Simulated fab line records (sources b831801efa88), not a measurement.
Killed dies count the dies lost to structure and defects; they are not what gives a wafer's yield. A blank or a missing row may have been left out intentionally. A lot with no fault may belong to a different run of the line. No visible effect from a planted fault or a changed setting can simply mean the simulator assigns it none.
fab line records	flow sky130
[record] lots = 12	wafers = 36	last_day = 50
route steps=708 shown FIELD_ISO@28 PWDE@55 NWELL@78 VT_ADJUST_HVTR@135 PAD_OPEN@708
lots untouched by any fault: they come from a run of this same line in which no faults occurred
start_h: the number of hours between the record's first day and the start of the first shown wafer of the lot	wait_h: time in hours since the lot's previous step	" as in the row above	L1.1+2: a single row standing in for several wafers	- no value, or no start was given	* or withheld: withheld	< > ~ a bound
route shown NAME@n: names a module that has steps shown in the file, with the first one's number in the route	usual: the fault-free wafers' mean and standard deviation	same: alike in all rows	chamber/n: place in a boat	sites: readings site by site	_std_site: the standard deviation of these	_edge_site: inner sites' mean taken away from outer sites' mean	radius_mm: for every site, how far away it sits from the centre of the wafer	mask NAME#n: copy n	behind: tool/chamber where the wafer was last shaped	hold: what put the lot on hold/how long, in hours/how the hold closed	device: names the non-switching transistor (n, p or np)	end of line: the tests these same wafers got at the end of their route	where a step has no rows: the recipe by itself	killed: the dies lost at the first sort to structure and to defects; this is not the yield of the wafer	map: dies across one wafer; x = killed, . = not, _ = none there
set.NAME: setting as actually run; set.NAME@STEP: the setting as run at that earlier step	model.NAME: the simulator's own value behind a step, which no gauge read
route steps across a sampled set of lots; one table per step, one row per wafer
services: the hour from which a tool's chamber was out of use, counted from the record's first day as start_h (under 0 if before that day), plus the number of hours and why
[[steps]]
[step SKY_FIELD_ISO_CMP_27]
[recipe] stop_on = Si3N4	t_overpolish_s = 16	down_force_psi = 4	platen_rpm = 60	target_thk_nm = 457.8	pad_velocity_m_s = 0.94248
[usual] motor_current_A = 12.2/1.1	overpolish_run_s = 16.000/0.0088	time_to_endpoint_s = 111/3.5
lot.wafer	tool	chamber	start_h	wait_h	motor_current_A	overpolish_run_s	time_to_endpoint_s
L127.3	cmp-02	3	33.80	0.1	11.6	15.996	112
L127.6	"	1	"	"	12.2	15.994	115
L127.5	"	2	"	"	13.7	16.015	113
L129.3	cmp-02	3	43.25	0.0	12.4	16.012	111
L129.2	"	0	"	"	14.6	16.007	115
L129.6	"	3	"	"	12.0	15.987	110
L131.2	cmp-01	0	53.23	0.1	10.5	15.991	109
L131.5	"	2	"	"	12.2	16.002	108
L131.6	"	3	"	"	11.5	15.988	108
L132.1	cmp-01	3	58.85	0.0	12.1	15.989	110
L132.3	"	1	"	"	12.7	15.997	109
L132.6	"	3	"	"	12.0	16.002	115
L133.4	cmp-01	0	65.58	0.3	10.1	16.009	112
L133.2	"	1	"	"	11.9	16.018	109
L133.6	"	1	"	"	12.3	15.998	110
L135.3	cmp-02	1	74.66	0.1	11.6	16.004	113
L135.2	"	2	"	"	13.8	15.991	109
L135.6	"	0	"	"	14.5	16.000	104
L137.1	cmp-01	1	85.89	0.0	12.0	16.003	114
L137.3	"	2	"	"	12.8	16.003	114
L137.5	"	1	"	"	11.2	16.005	113
L138.1	cmp-01	2	91.57	0.1	12.8	15.991	110
L138.3	"	3	"	"	12.7	15.993	114
L138.2	"	0	"	"	10.3	15.994	112
L140.4	cmp-01	0	101.03	0.0	10.1	15.989	112
L140.3	"	3	"	"	12.4	16.000	115
L140.6	"	1	"	"	12.7	16.010	116
L147.1	cmp-01	0	137.80	0.0	11.0	16.004	115
L147.4	"	3	"	"	12.9	15.988	116
L147.6	"	1	"	"	12.4	16.001	113
L148.1	cmp-01	3	141.35	0.0	12.0	16.007	116
L148.4	"	2	"	"	12.6	15.988	116
L148.6	"	3	"	"	12.2	15.982	115
L149.4	cmp-01	0	149.55	0.1	10.5	16.004	116
L149.3	"	2	"	"	12.5	16.010	116
L149.5	"	0	"	"	10.0	16.020	115
[step SKY_PWDE_TW_MEAS_10]
[usual] PWDE_TW = 372/3.7
lot.wafer	tool	chamber	start_h	wait_h	PWDE_TW
L127.3	film_metro-02	-	71.65	0.1	368
L127.5	"	-	"	"	369
L127.6	"	-	"	"	368
L129.2	film_metro-04	-	77.24	0.1	377
L129.3	"	-	"	"	374
L129.6	"	-	"	"	375
L131.2	film_metro-03	-	87.23	0.1	373
L131.5	"	-	"	"	375
L131.6	"	-	"	"	371
L132.1	film_metro-03	-	96.27	0.1	371
L132.3	"	-	"	"	371
L132.6	"	-	"	"	369
L133.2	film_metro-03	-	101.88	0.1	372
L133.4	"	-	"	"	371
L133.6	"	-	"	"	372
L135.2	film_metro-02	-	112.09	0.1	367
L135.3	"	-	"	"	368
L135.6	"	-	"	"	366
L137.1	film_metro-03	-	128.22	0.1	374
L137.3	"	-	"	"	373
L137.5	"	-	"	"	373
L138.1	film_metro-02	-	129.52	0.1	365
L138.2	"	-	"	"	365
L138.3	"	-	"	"	366
L140.3	film_metro-03	-	141.24	0.1	373
L140.4	"	-	"	"	376
L140.6	"	-	"	"	373
L147.1	film_metro-02	-	181.17	0.1	367
L147.4	"	-	"	"	370
L147.6	"	-	"	"	368
L148.1	film_metro-04	-	185.48	0.1	373
L148.4	"	-	"	"	376
L148.6	"	-	"	"	374
L149.3	film_metro-04	-	192.80	0.1	376
L149.4	"	-	"	"	377
L149.5	"	-	"	"	377
[step SKY_NWELL_STRIP_25]
[recipe] chemistry = O2/N2	power_w = 1400	pressure_mtorr = 1500	platen_temp_c = withheld	o2_flow_sccm = 3000	n2_flow_sccm = 300	overash_fraction = 0.5
[usual] drypump_motor_current_A = 5.8/0.47	oes_product_au = 0.723/0.0042	strip_time_to_endpoint_s = 36.93/0.11
[same] overash_fraction = 0.5
lot.wafer	tool	chamber	start_h	wait_h	drypump_motor_current_A	oes_product_au	rf_hours_counter_h	strip_time_to_endpoint_s
L127.3	plasma_asher-03	0	106.64	0.1	6.1	0.723	-	36.90
L127.5	"	1	"	"	6.5	0.722	-	37.09
L127.6	"	0	"	"	6.1	0.726	-	37.10
L129.2	plasma_asher-04	0	112.42	0.1	5.0	0.722	31	36.88
L129.3	"	1	"	"	5.4	0.721	-	36.92
L129.6	"	0	"	"	5.0	0.727	-	36.82
L131.2	plasma_asher-04	1	122.82	0.1	5.5	0.723	33	37.00
L131.5	"	0	"	"	5.0	0.723	-	37.03
L131.6	"	1	"	"	5.4	0.724	-	36.89
L132.1	plasma_asher-03	0	133.91	0.1	6.1	0.720	43	36.82
L132.3	"	0	"	"	6.1	0.725	-	36.98
L132.6	"	1	"	"	6.5	0.722	-	36.84
L133.2	plasma_asher-01	0	139.36	0.1	5.7	0.725	2	36.96
L133.4	"	0	"	"	5.7	0.719	-	37.00
L133.6	"	1	"	"	5.9	0.726	-	36.92
L135.2	plasma_asher-01	1	150.17	0.1	5.9	0.726	4	36.83
L135.3	"	1	"	"	5.9	0.729	-	36.84
L135.6	"	0	"	"	5.7	0.720	-	36.78
L137.1	plasma_asher-04	1	168.08	0.1	5.5	0.722	38	36.82
L137.3	"	1	"	"	5.4	0.720	-	36.98
L137.5	"	1	"	"	5.4	0.725	-	36.94
L138.1	plasma_asher-03	0	168.92	0.1	6.1	0.722	46	37.03
L138.2	"	1	"	"	6.5	0.726	46	36.99
L138.3	"	0	"	"	6.1	0.719	-	36.92
L140.3	plasma_asher-04	0	182.26	0.1	5.0	0.720	-	36.61
L140.4	"	1	"	"	5.4	0.719	-	36.78
L140.6	"	1	"	"	5.5	0.717	-	36.73
L147.1	plasma_asher-01	0	225.02	0.1	5.8	0.722	12	37.07
L147.4	"	1	"	"	5.9	0.729	-	37.02
L147.6	"	0	"	"	5.8	0.726	-	36.90
L148.1	plasma_asher-01	0	231.26	0.1	5.8	0.720	12	37.03
L148.4	"	0	"	"	5.7	0.724	-	36.96
L148.6	"	1	"	"	5.9	0.715	-	37.01
L149.3	plasma_asher-03	1	238.01	0.1	6.5	0.720	-	37.13
L149.4	"	0	"	"	6.1	0.730	-	37.17
L149.5	"	0	"	"	6.1	0.720	-	37.00
[step SKY_VT_ADJUST_HVTR_EXPOSE_04]
[recipe] mask_id = HVTRM	target_cd_nm = 380	na = 0.6	source_shape = conventional	sigma_outer = 0.6	dose_mj = 150
[usual] reticle_temp_C = 22.99/0.12
lot.wafer	tool	chamber	start_h	wait_h	mask	reticle_temp_C
L127.3	iline_stepper-01	0	197.40	-	HVTRM#0	22.91
L127.5	"	0	"	"	HVTRM#0	22.91
L127.6	"	0	"	"	HVTRM#0	22.86
L129.2	iline_stepper-01	0	203.26	-	HVTRM#0	23.01
L129.3	"	0	"	"	HVTRM#0	23.22
L129.6	"	0	"	"	HVTRM#0	23.16
L131.2	iline_stepper-02	0	214.81	-	HVTRM#0	22.92
L131.5	"	0	"	"	HVTRM#0	23.12
L131.6	"	0	"	"	HVTRM#0	23.08
L132.1	iline_stepper-01	0	228.00	-	HVTRM#0	23.06
L132.3	"	0	"	"	HVTRM#0	23.11
L132.6	"	0	"	"	HVTRM#0	23.09
L133.2	iline_stepper-01	0	235.11	-	HVTRM#0	23.04
L133.4	"	0	"	"	HVTRM#0	22.90
L133.6	"	0	"	"	HVTRM#0	23.12
L135.2	iline_stepper-01	0	249.39	-	HVTRM#0	23.11
L135.3	"	0	"	"	HVTRM#0	23.17
L135.6	"	0	"	"	HVTRM#0	23.08
L137.1	iline_stepper-01	0	269.29	-	HVTRM#0	22.81
L137.3	"	0	"	"	HVTRM#0	22.83
L137.5	"	0	"	"	HVTRM#0	23.03
L138.1	iline_stepper-01	0	269.89	-	HVTRM#0	22.88
L138.2	"	0	"	"	HVTRM#0	22.82
L138.3	"	0	"	"	HVTRM#0	22.95
L140.3	iline_stepper-01	0	286.66	-	HVTRM#0	22.95
L140.4	"	0	"	"	HVTRM#0	22.98
L140.6	"	0	"	"	HVTRM#0	22.96
L147.1	iline_stepper-01	0	337.71	-	HVTRM#0	22.84
L147.4	"	0	"	"	HVTRM#0	22.91
L147.6	"	0	"	"	HVTRM#0	22.94
L148.1	iline_stepper-01	0	345.34	-	HVTRM#0	22.88
L148.4	"	0	"	"	HVTRM#0	23.10
L148.6	"	0	"	"	HVTRM#0	23.05
L149.3	iline_stepper-01	0	351.76	-	HVTRM#0	23.02
L149.4	"	0	"	"	HVTRM#0	23.09
L149.5	"	0	"	"	HVTRM#0	22.91
[step SKY_VT_ADJUST_HVTR_OVL_MEAS_08]
[usual] VT_ADJUST_HVTR_OVL = -0.2/1.3
lot.wafer	tool	chamber	start_h	wait_h	VT_ADJUST_HVTR_OVL[nm]
L127.3	overlay-02	-	208.10	0.1	-0.8
L127.5	"	-	"	"	-0.1
L127.6	"	-	"	"	-0.6
L129.2	overlay-01	-	214.31	0.1	1.1
L129.3	"	-	"	"	1.1
L129.6	"	-	"	"	0.4
L131.2	overlay-01	-	225.92	0.1	0.6
L131.5	"	-	"	"	-0.5
L131.6	"	-	"	"	1.6
L132.1	overlay-02	-	239.59	0.1	-2.7
L132.3	"	-	"	"	-0.4
L132.6	"	-	"	"	-1.0
L133.2	overlay-01	-	246.70	0.1	0.7
L133.4	"	-	"	"	1.5
L133.6	"	-	"	"	0.9
L135.2	overlay-01	-	261.01	0.1	-2.8
L135.3	"	-	"	"	-2.6
L135.6	"	-	"	"	-2.8
L137.1	overlay-02	-	281.04	0.1	-0.7
L137.3	"	-	"	"	0.4
L137.5	"	-	"	"	0.2
L138.1	overlay-02	-	281.64	0.1	-0.9
L138.2	"	-	"	"	-1.1
L138.3	"	-	"	"	-1.3
L140.3	overlay-02	-	299.65	0.1	-1.2
L140.4	"	-	"	"	-0.7
L140.6	"	-	"	"	0.3
L147.1	overlay-01	-	350.76	0.1	-190.8
L147.4	"	-	"	"	-190.5
L147.6	"	-	"	"	-192.2
L148.1	overlay-02	-	358.96	0.1	-193.7
L148.4	"	-	"	"	-192.5
L148.6	"	-	"	"	-191.4
L149.3	overlay-01	-	365.82	0.1	-193.4
L149.4	"	-	"	"	-193.5
L149.5	"	-	"	"	-195.2
[step SKY_PAD_OPEN_PROBE_99]
[usual] killed_at_M0_to_M3 = 43/7.3	killed_at_M4_up = 3.1/1.8	killed_at_contacts = 24/5.4	killed_at_front_end = 15/4.1	killed_at_other = 0.2/0.52	killed_dies = 86/10	killed_open = 47/7.3	killed_short = 39/6.4
[same] gross_dies = 492	killed_at_back_side = 0
lot.wafer	tool	chamber	start_h	wait_h	killed_at_M0_to_M3	killed_at_M4_up	killed_at_contacts	killed_at_front_end	killed_at_other	killed_dies	killed_open	killed_short
L147.1	prober-01	-	1185.13	0.1	36	4	19	28	0	87	40	40
L147.4	prober-01	-	1185.28	0.2	43	5	23	17	0	88	47	33
L147.6	prober-01	-	1185.38	0.2	38	2	30	21	0	91	60	28
L148.1	prober-02	-	1190.63	0.1	43	5	26	24	0	98	57	33
L148.4	prober-02	-	1190.78	0.2	38	4	25	19	1	87	37	45
L148.6	prober-02	-	1190.88	0.2	28	1	20	23	0	72	38	27
L149.3	prober-01	-	1192.69	0.2	39	1	19	21	0	80	39	37
L149.4	prober-01	-	1192.74	0.2	40	3	26	22	0	91	42	41
L149.5	prober-01	-	1192.79	0.2	53	5	17	26	0	101	57	34
// killed by level:class
L147.1 METAL1:geometric_particle:short=8 LI_CONTACT:geometric_particle:open=7 CONTACT:geometric_particle:open=7 VIA1:geometric_particle:open=7 VT_ADJUST_HVTR:overlay=7 FIELD_ISO:geometric_particle:open=6 POLY_GATE:geometric_particle:short=6 METAL2:geometric_particle:short=4
L147.4 VIA1:geometric_particle:open=12 LI_CONTACT:geometric_particle:open=10 VIA2:geometric_particle:open=7 CONTACT:geometric_particle:open=6 VT_ADJUST_HVTR:overlay=6 VIA1:geometric_particle:short=5 METAL2:geometric_particle:short=4 METAL1:geometric_particle:short=4
L147.6 LI_CONTACT:geometric_particle:open=13 CONTACT:geometric_particle:open=10 VIA1:geometric_particle:open=9 POLY_GATE:geometric_particle:open=7 VIA2:geometric_particle:open=7 FIELD_ISO:geometric_particle:open=5 POLY_GATE:geometric_particle:short=4 METAL3:geometric_particle:short=4
L148.1 VIA1:geometric_particle:open=15 CONTACT:geometric_particle:open=10 LI_CONTACT:geometric_particle:open=9 VT_ADJUST_HVTR:overlay=8 VIA1:geometric_particle:short=7 POLY_GATE:geometric_particle:open=5 VIA3:geometric_particle:open=5 METAL1:geometric_particle:short=4
L148.4 VIA1:geometric_particle:open=11 CONTACT:geometric_particle:open=10 CONTACT:geometric_particle:short=6 METAL1:geometric_particle:short=6 FIELD_ISO:geometric_particle:short=5 LI_CONTACT:geometric_particle:open=5 POLY_GATE:geometric_particle:short=4 METAL2:geometric_particle:short=4
L148.6 POLY_GATE:geometric_particle:open=8 CONTACT:geometric_particle:open=8 VIA1:geometric_particle:open=8 VT_ADJUST_HVTR:overlay=7 LI_CONTACT:geometric_particle:open=5 VIA3:geometric_particle:open=5 FIELD_ISO:geometric_particle:short=3 VIA1:geometric_particle:short=3
L149.3 FIELD_ISO:geometric_particle:short=8 VIA1:geometric_particle:open=7 VIA3:geometric_particle:open=6 CONTACT:geometric_particle:open=6 VIA2:geometric_particle:open=5 LI_CONTACT:geometric_particle:short=4 LI_CONTACT:geometric_particle:open=4 VIA2:geometric_particle:short=4
L149.4 CONTACT:geometric_particle:open=10 VIA1:geometric_particle:open=8 VT_ADJUST_HVTR:overlay=8 LI_CONTACT:geometric_particle:open=7 METAL1:geometric_particle:short=7 FIELD_ISO:geometric_particle:short=6 VIA1:geometric_particle:short=6 VIA3:geometric_particle:open=6
L149.5 VIA3:geometric_particle:open=13 VIA1:geometric_particle:open=12 VT_ADJUST_HVTR:overlay=10 VIA2:geometric_particle:open=7 CONTACT:geometric_particle:open=7 POLY_GATE:geometric_particle:open=5 LI_CONTACT:geometric_particle:open=5 METAL1:geometric_particle:short=5
[[services]]
tool	chamber	start_h	hours	kind
cmp-01	-	10.21	1.0	repair
plasma_asher-01	-	43.17	3.7	repair
cmp-01	-	50.97	1.4	repair
cmp-01	-	63.70	1.6	repair
cmp-01	-	66.81	0.5	repair
iline_stepper-01	-	69.62	1.7	pm
plasma_asher-04	-	74.60	2.3	repair
iline_stepper-01	-	88.10	15.8	repair
plasma_asher-03	-	89.49	14.6	pm
plasma_asher-01	-	108.75	9.0	pm
cmp-01	-	122.17	4.0	repair
cmp-01	-	136.22	1.1	repair
plasma_asher-03	-	136.41	10.1	repair
iline_stepper-01	-	136.92	2.1	pm
cmp-01	-	151.75	5.1	pm
cmp-01	-	169.16	1.4	repair
iline_stepper-01	-	184.89	11.3	repair
cmp-01	-	232.00	4.0	pm
iline_stepper-01	-	287.80	1.7	pm
iline_stepper-01	-	300.71	3.3	repair
cmp-01	-	317.34	0.8	repair
cmp-01	-	318.26	0.5	repair
cmp-01	-	326.48	1.1	repair
cmp-01	-	336.26	3.4	repair
[[key]]
[first_sign] step = SKY_VT_ADJUST_HVTR_OVL_MEAS_08	reading = VT_ADJUST_HVTR_OVL	direction = down	sigmas = 99+	usual = -0.2	struck = -192.6
[effect] step = SKY_PAD_OPEN_PROBE_99	reading = killed_at_front_end	direction = up	sigmas = 1.8	usual = 15	struck = 22	wafers_moved = 2
met_at SKY_VT_ADJUST_HVTR_EXPOSE_04
struck_lots L147,L148,L149
tester_left_out L147,L148,L149
not_acting_at SKY_FIELD_ISO_CMP_27,SKY_PWDE_TW_MEAS_10,SKY_NWELL_STRIP_25
onset_between 286.66 337.71
also_fits time
[fault] kind = scanner_matching_overlay	tool = iline_stepper-01	chamber = -	onset_h = 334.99	steps = SKY_VT_ADJUST_HVTR_EXPOSE_04	offset = -193.27
// tester_left_out: of these lots the tester's yield and bins aren't shown, on N5 and GAA mostly nor the transistor test; their killed dies are dies lost to structure and defects alone, not to doping, threshold or leakage, so they don't give the yield
